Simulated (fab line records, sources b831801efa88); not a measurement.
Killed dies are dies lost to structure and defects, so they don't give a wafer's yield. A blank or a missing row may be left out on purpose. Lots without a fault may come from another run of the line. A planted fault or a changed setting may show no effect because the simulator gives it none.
Split-lot experiment | flow gf180mcu | 5 lots, 23 wafers read, on a route of 602 steps

THE SPLIT
At GF_V1_CVD_02 (deposits SiO2 from TEOS, target thk 850 nm, time 94.851 s), the setting time_s was moved away from the recipe's 94.851 s on 6 of the 23 wafers read, by -8.7% to +11.4%. The other wafers ran this setting at the recipe's value.

The file shows no step between the split and the reading.

THE READING
V1_CVD_02_THK, in nm, at GF_V1_THK_MEAS_03. Fault-free wafers of this fab line usually give 846 nm, standard deviation 10 nm.

wafer  | tool, chamber at the split | time_s as run, s | against the recipe | V1_CVD_02_THK, nm | against lot-mates on the recipe
L074.1 | pecvd-01, 0                | 94.851           | recipe             | 842               | -
L074.2 | pecvd-01, 2                | 94.851           | recipe             | 830               | -
L074.3 | pecvd-01, 1                | 94.851           | recipe             | 841               | -
L078.1 | pecvd-03, 0                | 94.851           | recipe             | 834               | -
L078.2 | pecvd-03, 1                | 88.72            | -6.5%              | 778               | -67
L078.3 | pecvd-03, 2                | 88.72            | -6.5%              | 772               | -73
L078.4 | pecvd-03, 0                | 94.851           | recipe             | 860               | -
L078.6 | pecvd-03, 2                | 94.851           | recipe             | 841               | -
L081.1 | pecvd-01, 2                | 94.851           | recipe             | 842               | -
L081.3 | pecvd-01, 0                | 94.851           | recipe             | 849               | -
L081.4 | pecvd-01, 0                | 94.851           | recipe             | 868               | -
L081.5 | pecvd-01, 2                | 94.851           | recipe             | 846               | -
L081.6 | pecvd-01, 1                | 94.851           | recipe             | 853               | -
L082.1 | pecvd-02, 2                | 94.851           | recipe             | 853               | -
L082.3 | pecvd-02, 1                | 86.56            | -8.7%              | 763               | -94
L082.4 | pecvd-02, 1                | 94.851           | recipe             | 861               | -
L082.5 | pecvd-02, 0                | 86.56            | -8.7%              | 770               | -87
L082.6 | pecvd-02, 2                | 94.851           | recipe             | 856               | -
L085.1 | pecvd-02, 1                | 105.7            | +11.4%             | 928               | +87
L085.2 | pecvd-02, 0                | 94.851           | recipe             | 833               | -
L085.3 | pecvd-02, 2                | 94.851           | recipe             | 842               | -
L085.4 | pecvd-02, 1                | 105.7            | +11.4%             | 943               | +102
L085.6 | pecvd-02, 0                | 94.851           | recipe             | 847               | -

THE FIT
A straight line over all 23 wafers: V1_CVD_02_THK changes by +8.72 nm for each +1% of time_s; r = +0.97; the points scatter about the line by 11 nm.
The same after taking each lot's own level away (the mean of its wafers on the recipe; 23 wafers): +9.3 nm for each +1%; r = +0.98; scatter 8.7 nm.
On that fit, the largest move of time_s shifts the reading by 1.1e+02 nm.
The lots' own levels span 837.7 to 856.7 nm, that is 1.9 times the standard deviation above.
So the lot-to-lot level changes the slope little: the two slopes agree.
Check: with one of the wafers moved furthest among these (+11.4%) left out of the fit, the line predicts +112 nm for it against its lot-mates. It came out at +87.3 nm against them.

OTHER SPLITS ON THESE WAFERS
These wafers also went through other splits before the reading. Each is held against what the fit with the lots' levels taken away leaves over:
other split on the same wafers   | wafers away from the commonest value | r with V1_CVD_02_THK (lot level and that fit taken away)
GF_CONTACT_ETCH_16 ion_energy_ev | 6                                    | +0.11
GF_CONTACT_CVD_24 temp_c         | 6                                    | +0.03
GF_M1_SPUTTER_02 time_s          | 4                                    | -0.04
GF_M1_PEB_12 peb_temp_c          | 8                                    | -0.31

THE WHOLE CHAIN: every reading that the file lists as answering this split, in the file's order
step              | what it does                                              | reading                                                                   | change (the file's fit)              | r (the file's)
GF_V1_CVD_02      | deposits SiO2 from TEOS, target thk 850 nm, time 94.851 s | SiO2_of_V1_CVD_02.thk_nm (the simulator's own value, which no gauge read) | +9.32 nm for each +1% of the setting | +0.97
GF_V1_THK_MEAS_03 |                                                           | V1_CVD_02_THK                                                             | +9.34 for each +1% of the setting    | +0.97
GF_V1_CMP_04      | polishes SiO2                                             | time_to_endpoint_s                                                        | withheld for each +1% of the setting | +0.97

THE FILE'S OWN FIT
V1_CVD_02_THK changes by +9.34 nm for each +1% of time_s, r = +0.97.
